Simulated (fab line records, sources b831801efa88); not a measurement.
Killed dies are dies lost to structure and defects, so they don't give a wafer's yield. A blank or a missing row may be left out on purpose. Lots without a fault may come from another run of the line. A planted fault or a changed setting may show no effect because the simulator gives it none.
Which tool did it? | flow gf180mcu | 12 lots, 36 wafers sampled, at 3 steps of a route of 602

WHAT THE GAUGES READ, wafer by wafer
GF_VT_IMPLANT_RS_MEAS_48: measures by four-point-probe.
lot  | measured     | on            | LVPWELL_RS (ohm/sq)
L683 | day 7 17:31  | film_metro-02 | 1193 1194 1195
L687 | day 8 21:04  | film_metro-02 | 1202 1199 1199
L689 | day 9 11:55  | film_metro-02 | 1192 1196 1195
L690 | day 10 01:38 | film_metro-04 | 1200 1203 1199
L693 | day 11 02:33 | film_metro-01 | 1203 1201 1200
L698 | day 12 00:57 | film_metro-02 | 1167 1167 1165
L700 | day 12 14:59 | film_metro-02 | 1197 1199 1196
L699 | day 12 16:16 | film_metro-04 | 1170 1172 1175
L701 | day 13 08:07 | film_metro-01 | 1196 1197 1196
L703 | day 13 10:09 | film_metro-01 | 1198 1194 1197
L704 | day 13 18:19 | film_metro-04 | 1200 1204 1198
L705 | day 14 01:05 | film_metro-02 | 1201 1197 1199

WHICH TOOL RAN EACH LOT (tool, then ch and the chambers of the sampled wafers, then the start)
lot  | GF_NWELL_STRIP_10                   | GF_LVPWELL_IMPLANT_08
L683 | plasma_asher-02 ch 0, day 3 13:47   | implanter-04 ch 0, day 4 03:07
L687 | plasma_asher-02 ch 0,1, day 4 12:07 | implanter-03 ch 0, day 5 00:53
L689 | plasma_asher-02 ch 0,1, day 5 00:55 | implanter-04 ch 0, day 5 13:55
L690 | plasma_asher-02 ch 0,1, day 5 08:34 | implanter-02 ch 0, day 5 22:58
L693 | plasma_asher-04 ch 0,1, day 6 05:38 | implanter-04 ch 0, day 6 20:13
L698 | plasma_asher-04 ch 0,1, day 7 00:46 | implanter-04 ch 0, day 7 16:38
L700 | plasma_asher-03 ch 0,1, day 7 11:47 | implanter-02 ch 0, day 8 03:32
L699 | plasma_asher-04 ch 0,1, day 7 11:49 | implanter-04 ch 0, day 8 03:35
L701 | plasma_asher-03 ch 0,1, day 7 23:43 | implanter-03 ch 0, day 8 16:04
L703 | plasma_asher-04 ch 0,1, day 8 03:28 | implanter-02 ch 0, day 8 19:34
L704 | plasma_asher-02 ch 0,1, day 8 09:08 | implanter-03 ch 0, day 9 01:47
L705 | plasma_asher-02 ch 0,1, day 8 16:08 | implanter-03 ch 0, day 9 08:44
- GF_NWELL_STRIP_10: strips in O2/N2.
- GF_LVPWELL_IMPLANT_08

WHAT THE TOOLS THEMSELVES READ (means of the sampled wafers that have a number; where no wafer has one, the mark that the record gives instead)
GF_NWELL_STRIP_10.
lot  | tool            | drypump_motor_current_A (A) | heater_power_w (W) | o2_flow_sccm (sccm) | oes_product_au (a.u.) | strip_time_to_endpoint_s (s)
L683 | plasma_asher-02 | 5.2                         | 343                | 2996                | 0.725                 | 36.92
L687 | plasma_asher-02 | 5.5                         | 336                | 2997                | 0.724                 | 37.02
L689 | plasma_asher-02 | 5.5                         | 339                | 3000                | 0.722                 | 36.96
L690 | plasma_asher-02 | 5.8                         | 341                | 3004                | 0.722                 | 36.96
L693 | plasma_asher-04 | 5.1                         | 297                | 3001                | 0.720                 | 36.96
L698 | plasma_asher-04 | 5.1                         | 294                | 2995                | 0.725                 | 36.94
L700 | plasma_asher-03 | 6.2                         | 325                | 2998                | 0.726                 | 37.01
L699 | plasma_asher-04 | 5.1                         | 296                | 2999                | 0.726                 | 36.94
L701 | plasma_asher-03 | 6.2                         | 326                | 2990                | 0.723                 | 36.85
L703 | plasma_asher-04 | 5.1                         | 293                | 2995                | 0.725                 | 36.99
L704 | plasma_asher-02 | 5.5                         | 364                | 3003                | 0.720                 | 36.96
L705 | plasma_asher-02 | 5.5                         | 361                | 3000                | 0.720                 | 36.88

GF_LVPWELL_IMPLANT_08.
lot  | tool         | dose_ions_cm2
L683 | implanter-04 | 1.5014e+13
L687 | implanter-03 | 1.5006e+13
L689 | implanter-04 | 1.5015e+13
L690 | implanter-02 | 1.4991e+13
L693 | implanter-04 | 1.5004e+13
L698 | implanter-04 | 1.5692e+13
L700 | implanter-02 | 1.5003e+13
L699 | implanter-04 | 1.5665e+13
L701 | implanter-03 | 1.5024e+13
L703 | implanter-02 | 1.4984e+13
L704 | implanter-03 | 1.4982e+13
L705 | implanter-03 | 1.4994e+13

THE ANSWER, worked out from the rows above alone
Rule: what is usual is taken from the lots themselves. Put in order of their means at a reading, lots are off if they are a third of the lots or fewer, leave a main group of 4 or more, and stand apart from it by a gap of 3 or more times the standard deviation of the main group's means; of several such gaps the widest counts. A main group whose means are all the same, to the digits that the tables above print for the reading, isn't used. A lot without any number at a reading at which 4 lots or more have one is off too. The other lots that the step has rows for count as sound. The gauges are gone through in route order, then the tools' own readings, and for those a lot's mean is taken as printed above. The first step at which some lot is off is used, and at that step the reading that is off furthest; a lot without a number counts as furthest.
Off: L698, L699, at GF_VT_IMPLANT_RS_MEAS_48 (LVPWELL_RS). The main group: mean 1198 ohm/sq, standard deviation 2.6.
A tool fits if, at a process step before that reading, it ran every lot that is off, and no sound lot after the first of them. The gauges at GF_VT_IMPLANT_RS_MEAS_48 aren't tried: what is off there is off at GF_LVPWELL_IMPLANT_08 too, on other tools, and a gauge's error can't cause that. One fits: implanter-04 at GF_LVPWELL_IMPLANT_08. Its last sound lot is L693 (day 6 20:13), its first lot that is off L698 (day 7 16:38): a fault that began between those two fits.
The tool's own readings at GF_LVPWELL_IMPLANT_08 bear it out: on the lots that are off they differ by more than 5 times the standard deviation of the sound lots' means. dose_ions_cm2 reads 1.5678e+13 there against 1.5002e+13 on the sound lots.

WHAT THE SIMULATOR HAD PUT IN
Process parameter drift: implanter-04, from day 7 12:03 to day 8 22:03, at GF_LVPWELL_IMPLANT_08. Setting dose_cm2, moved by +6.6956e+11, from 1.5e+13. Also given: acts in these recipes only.
Lots struck among those shown: L698, L699. The rule above found the same.
